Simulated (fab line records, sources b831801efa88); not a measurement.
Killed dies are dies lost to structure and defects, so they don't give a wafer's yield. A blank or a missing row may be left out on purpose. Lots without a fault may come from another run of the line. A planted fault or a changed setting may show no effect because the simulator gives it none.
One fault seen from 2 desks | flow gf180mcu | each desk has only its own numbers; what lay behind them comes last

THE METROLOGY DESK
What the gauges read, lot by lot, whatever tool the lot ran on: means of the sampled wafers that have a number. A lot is out of limits, marked OUT, if its mean lies more than 4 standard deviations from the usual mean; the brackets give that distance.
Columns: A = STI_OXIDATION_THK at GF_STI_THK_MEAS_02, usual 10.13 nm; B = STI_CVD_03_THK at GF_STI_THK_MEAS_04, usual 206.8 nm; C = cd_nm at GF_STI_CD_MEAS_12, usual 219.6 nm
lot  | first seen here | A     | B     | C
L468 | day 1 21:05     | 10.39 | 203.9 | 217.6
L469 | day 2 01:22     | 10.45 | 207.5 | 218.7
L475 | day 3 07:16     | 10.19 | 202.8 | 219.7
L482 | day 4 15:05     | 10.18 | 206.4 | 219.8
L483 | day 4 23:28     | 10.14 | 205.4 | 221.3
L485 | day 5 07:40     | 10.12 | 207.0 | 220.4
L489 | day 6 04:14     | 9.91  | 208.3 | 219.7
This desk's finding: nothing out of limits on any of the 7 lots.

THE TOOL OWNER'S DESK: rie_si-01
The tool's own readings at GF_STI_ETCH_14 (etches Si in HBr/Cl2/O2, target depth 360 nm, time 102.9 s): means of the sampled wafers that have a number, for each lot that ran on this tool. A lot is out of limits, marked OUT, if its mean lies more than 4 standard deviations from the usual mean; the brackets give that distance.
Columns: A = HBr_flow_sccm at GF_STI_ETCH_14, usual 149.9 sccm; B = drypump_motor_current_A at GF_STI_ETCH_14, usual 5.9 A; C = he_backside_leak_sccm at GF_STI_ETCH_14, usual 2.65 sccm; D = oes_product_au at GF_STI_ETCH_14, usual 0.995 a.u.; E = run_length_s at GF_STI_ETCH_14, usual 131.0 s; F = throttle_valve_pct at GF_STI_ETCH_14, usual 25.659 %
lot  | first seen here | A     | B   | C    | D     | E                | F
L468 | day 2 10:52     | 149.5 | 6.3 | 2.59 | 0.988 | 131.0            | 25.664
L482 | day 5 05:58     | 149.7 | 5.9 | 2.56 | 0.992 | 119.1 (-28) OUT  | 25.660
L483 | day 5 15:22     | 149.7 | 6.0 | 2.59 | 0.997 | 127.0 (-9.6) OUT | 25.655
L485 | day 6 00:44     | 150.2 | 6.2 | 2.59 | 0.982 | 125.1 (-14) OUT  | 25.657
This desk's finding: out of limits on L482, L483, L485; first on L482, day 5 05:58 (run_length_s at GF_STI_ETCH_14). In limits: L468.

PUT TOGETHER
The tool owner's desk could have raised an alarm at day 5 05:58, on L482, L483, L485.
The metrology desk saw nothing out of limits.
The metrology desk has L482, L483, L485 on record, within its limits.
Of the lots named, all ran GF_STI_ETCH_14 on rie_si-01.

WHAT THE SIMULATOR HAD PUT IN
Process parameter drift: rie_si-01, from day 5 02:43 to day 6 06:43, at GF_STI_ETCH_14. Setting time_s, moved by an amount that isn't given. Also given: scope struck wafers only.
Lots struck among those shown: L482, L483, L485.
Hours from the fault's start to each desk's first reading out of limits: the tool owner's desk, 3.
